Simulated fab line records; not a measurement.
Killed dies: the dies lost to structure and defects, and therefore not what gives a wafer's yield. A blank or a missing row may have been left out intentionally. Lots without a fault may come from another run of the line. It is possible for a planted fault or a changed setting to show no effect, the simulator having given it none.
Check for tools in common ; flow gf180mcu ; 12 lots and 36 wafers in the sample

REASON IT WAS OPENED
2 of 12 lots carry a flag on the reading DNWELL_TW at GF_DNWELL_TW_MEAS_09. Fault-free wafers read 1342, with a standard deviation of 10.
Rule: a lot gets a flag if all its wafers with a number sit over 4 standard deviations from that mean, or if no wafer of it has a number. As for the other lots, they are considered sound.

lot;measured;on;DNWELL_TW, wafer by wafer;flag
L682;day 2 21:02;film metro-02;1341 1344 1344;
L683;day 3 00:52;film metro-03;1323 1322 1329;
L684;day 3 06:29;film metro-02;1350 1354 1352;
L685;day 3 11:29;film metro-03;1329 1335 1331;
L686;day 3 15:57;film metro-03;1326 1336 1326;
L687;day 3 22:59;film metro-01;1369 1374 1370;
L688;day 4 03:16;film metro-03;1343 1351 1348;
L696;day 5 22:16;film metro-01;1072 1078 1081;FLAGGED
L697;day 6 03:44;film metro-03;1079 1090 1088;FLAGGED
L699;day 6 14:08;film metro-03;1350 1347 1353;
L700;day 6 19:43;film metro-01;1333 1340 1338;
L704;day 7 17:23;film metro-01;1339 1339 1344;
The mean of the flagged lots' numbers is 1081, -261 from the usual (-26 standard deviations).

TOOL THAT RAN EACH LOT
The record keeps 1 process step preceding the reading, out of 602 steps on the route. Cell contents, in order: the tool; ch with the chambers the sampled wafers went through; the start.
lot;flag;GF_DNWELL_IMPLANT_07
L682;;implanter-03 ch 0, day 2 20:47
L683;;implanter-03 ch 0, day 3 00:37
L684;;implanter-01 ch 0, day 3 06:14
L685;;implanter-03 ch 0, day 3 11:16
L686;;implanter-01 ch 0, day 3 15:44
L687;;implanter-01 ch 0, day 3 22:45
L688;;implanter-01 ch 0, day 4 03:01
L696;FLAGGED;implanter-01 ch 0, day 5 22:01
L697;FLAGGED;implanter-01 ch 0, day 6 03:30
L699;;implanter-03 ch 0, day 6 13:53
L700;;implanter-02 ch 0, day 6 19:28
L704;;implanter-03 ch 0, day 7 17:09
What is done by these steps:
- GF_DNWELL_IMPLANT_07
- GF_DNWELL_TW_MEAS_09

FLAGGED OVER TOTAL, TOOL BY TOOL (the gauges that took the reading come last)
step;tool;lots run;flagged;share of the flagged lots;sound lots run after its first flagged lot
GF_DNWELL_IMPLANT_07;implanter-01;6;2;all;0
GF_DNWELL_IMPLANT_07;implanter-02;1;0;none;-
GF_DNWELL_IMPLANT_07;implanter-03;5;0;none;-
GF_DNWELL_TW_MEAS_09;film metro-01;4;1;some;2 (L700,L704)
GF_DNWELL_TW_MEAS_09;film metro-02;2;0;none;-
GF_DNWELL_TW_MEAS_09;film metro-03;6;1;some;1 (L699)

WHAT IS ALLOWED BY THE TABLE
1 row of the table ran every flagged lot: implanter-01 at GF_DNWELL_IMPLANT_07.
- implanter-01 at GF_DNWELL_IMPLANT_07: 2 of its 6 lots flagged. It ran its last sound lot, L688, at day 4 03:01 and its first flagged lot, L696, at day 5 22:01: a fault with its onset between the two fits. Its own readings lie more than 4 standard deviations out on every wafer of the flagged lots: dose ions cm2, faraday current uA.
What remains is a single tool, implanter-01 at GF_DNWELL_IMPLANT_07.

WHAT THE SIMULATOR HAD PUT IN
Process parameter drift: implanter-01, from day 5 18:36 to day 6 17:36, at GF_DNWELL_IMPLANT_07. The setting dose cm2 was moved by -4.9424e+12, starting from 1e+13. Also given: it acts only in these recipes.
Struck lots among those shown: L696, L697. The rule above found the same.
